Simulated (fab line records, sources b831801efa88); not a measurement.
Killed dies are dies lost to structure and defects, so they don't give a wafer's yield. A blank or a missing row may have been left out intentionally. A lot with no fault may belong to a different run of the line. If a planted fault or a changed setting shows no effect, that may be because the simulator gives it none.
Comparing a struck lot with a sound one || flow gf180mcu || 14 steps out of a route of 602
Sound: the wafers L470.2, L470.4, L470.6. Struck: wafer L478.1 (L478.3, L478.6, from the same lot, were not struck and are left out); the cause is given at the end.
Order at every step that has rows: each side's tool, ch and its chambers, its first start. Under that, the readings that differ: sound wafers || struck wafers || difference of the means || sigmas: that difference in standard deviations of wafers without a fault.
alike: readings with means less than 2 such deviations apart, plus words and numbers identical on both sides. not compared: withheld readings, readings lacking a value on some wafer, bounds such as >300 that could conceal the same value, and numbers that have no deviation in the record and whose values overlap.
Wherever a step has rows on one side only, a row that says differs or no value, or a row with sigmas, the two part there. Numbers that don't overlap but have no deviation are shown without sigmas and don't part them. A reading that every wafer of one side lacks parts them only if that side has two wafers or more.

first, 1 step without rows for these wafers: GF_V1_ETCH_16 (etches BARC in N2/H2).
GF_V1_ETCH_17: etches SiO2 in C4F8/O2/Ar, stops on TiN, target depth 630 nm.
  sound on rie-diel-04 ch 0,1,2; struck on rie-diel-04 ch 3
  alike: oes-product-au
then, 3 steps without rows for these wafers: GF_V1_STRIP_18 (strips in O2/N2); GF_V1_STRIP_19 (strips in post etch residue remover, time 1200 s); GF_V1_CLEAN_20 (cleans in DIW).
GF_V1_SPUTTER_21: material Ti, target thk 15 nm, time 80.02 s.
  sound on pvd-sputter-02, day 20 18:10; struck on pvd-sputter-04, day 23 15:44
{"reading": "cathode-dc-power-W (W)", "sound": "2500.0 2500.3 2500.6", "struck": 2499.2, "difference": -1.1, "sigmas": -2}
  alike: throttle-valve-pct
GF_V1_SPUTTER_22: material TiN, target thk 10 nm, time 40 s.
  sound on pvd-sputter-02, day 20 18:14; struck on pvd-sputter-04, day 23 15:48
  alike: cathode-dc-power-W, throttle-valve-pct
GF_V1_CVD_23: deposits W, target thk 350 nm, time 105.05 s.
  sound on cvd-w-02 ch 0,1, day 20 18:16; struck on cvd-w-02 ch 1, day 23 15:50
  alike: heater-power-w
GF_V1_RS_MEAS_24: measures by four-point-probe.
  sound on film-metro-03, day 20 18:24; struck on film-metro-01, day 23 15:57
  alike: V1_W_RS
GF_V1_THK_MEAS_25: measures by xrf.
  sound on film-metro-03, day 20 18:31; struck on film-metro-01, day 23 16:04
  alike: V1_W_THK
GF_V1_CMP_26: polishes, stops on SiO2, t overpolish 15 s, target thk 0 nm.
  sound on cmp-02 ch 0,1,2, day 20 18:47; struck on cmp-01 ch 3, day 23 16:08
  alike: motor-current-A, overpolish-run-s, time-to-endpoint-s
then, 1 step without rows for these wafers: GF_M2_SPUTTER_00 (material Ti, target thk 37.5 nm, time 150 s).
GF_M2_SPUTTER_01: material TiN, target thk 30 nm, time 25 s.
  sound on pvd-sputter-02, day 20 19:05; struck on pvd-sputter-02, day 23 16:32
{"reading": "cathode-dc-power-W (W)", "sound": "6499.1 6502.0 6498.5", "struck": 5076.1, "difference": -1423.8, "sigmas": "-99 or more"}
{"reading": "model.TiN_of_M2_SPUTTER_01.thk-nm (nm)", "sound": "30.06 29.58 29.55", "struck": 23.74, "difference": -5.99, "sigmas": ""}
  alike: throttle-valve-pct
then, 1 step without rows for these wafers: GF_M2_SPUTTER_02 (material AlCu, target thk 450 nm, time 23.9 s).

## WHERE THEY PART
Last at GF_M2_SPUTTER_01 as far as this record goes, first at GF_V1_SPUTTER_21.

WHY: the cause the simulator had injected
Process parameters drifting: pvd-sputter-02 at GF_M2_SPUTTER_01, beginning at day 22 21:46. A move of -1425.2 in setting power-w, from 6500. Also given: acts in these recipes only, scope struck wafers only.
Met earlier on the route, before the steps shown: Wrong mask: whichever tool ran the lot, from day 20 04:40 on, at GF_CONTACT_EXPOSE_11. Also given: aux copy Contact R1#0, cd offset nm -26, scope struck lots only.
